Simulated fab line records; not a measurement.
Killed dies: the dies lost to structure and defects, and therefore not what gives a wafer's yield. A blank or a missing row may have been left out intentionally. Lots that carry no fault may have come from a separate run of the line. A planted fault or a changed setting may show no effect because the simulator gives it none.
Matching of chambers | flow gf180mcu | rie_diel-01 running GF_M5_ETCH_09: 4 sister chambers
The step etches Si3N4 in CF4/O2, target depth 52 nm, time 11.6 s. 8 wafers are shown with their chamber, then 12 later ones without.

## EACH WAFER AND ITS CHAMBER
wafer  | chamber | oes_product_au (a.u.) | chamber_pressure_mTorr (mTorr)
L082.2 | 0       | 1.009                 | 150.11
L086.1 | 3       | 0.981                 | 149.97
L086.5 | 3       | 0.984                 | 150.03
L087.3 | 2       | 1.004                 | 149.94
L087.5 | 2       | 1.008                 | 150.18
L088.2 | 0       | 1.013                 | 149.94
L088.4 | 1       | 0.996                 | 149.79
L088.5 | 1       | 0.995                 | 149.93

## WAFERS WITH NO CHAMBER GIVEN
wafer  | oes_product_au (a.u.) | chamber_pressure_mTorr (mTorr)
L089.1 | 1.002                 | 149.74
L089.2 | 0.984                 | 150.04
L089.3 | 1.004                 | 150.04
L090.2 | 1.012                 | 150.14
L090.5 | 1.010                 | 149.95
L090.6 | 0.982                 | 150.23
L095.1 | 0.988                 | 149.86
L095.4 | 0.983                 | 150.27
L095.6 | 0.987                 | 149.96
L097.1 | 1.002                 | 149.93
L097.3 | 1.001                 | 150.11
L097.6 | 0.995                 | 149.85

## THE CHAMBER EACH PASSED THROUGH
wafer  | from the rows above          | in truth
L089.1 | can't be placed: 1 or 2 or 0 | 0
L089.2 | 3                            | 3
L089.3 | 2                            | 2
L090.2 | can't be placed: 0 or 2      | 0
L090.5 | can't be placed: 0 or 2      | 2
L090.6 | 3                            | 3
L095.1 | can't be placed: 3 or 1      | 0
L095.4 | 3                            | 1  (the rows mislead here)
L095.6 | can't be placed: 3 or 1      | 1
L097.1 | can't be placed: 2 or 1 or 0 | 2
L097.3 | can't be placed: 2 or 1      | 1
L097.6 | 1                            | 1
Placed correctly: 4 of 12. Unplaceable from these rows: 7, with the true chamber sitting among the candidates in 6. Number placed wrongly: 1.
How it was worked out, from the rows above alone: a wafer's distance from a chamber is the root of the sum, over the readings, of the square of ((its reading less the chamber's mean) divided by the reading's scatter). If the next closest chamber is less than 2 further off than the closest, the wafer can't be placed; otherwise it belongs to the closest. Each chamber's mean is taken over the wafers shown for it. The scatter: the root of (the sum of the squares of (reading less its chamber's mean) over the shown wafers, divided by (wafers less chambers)).
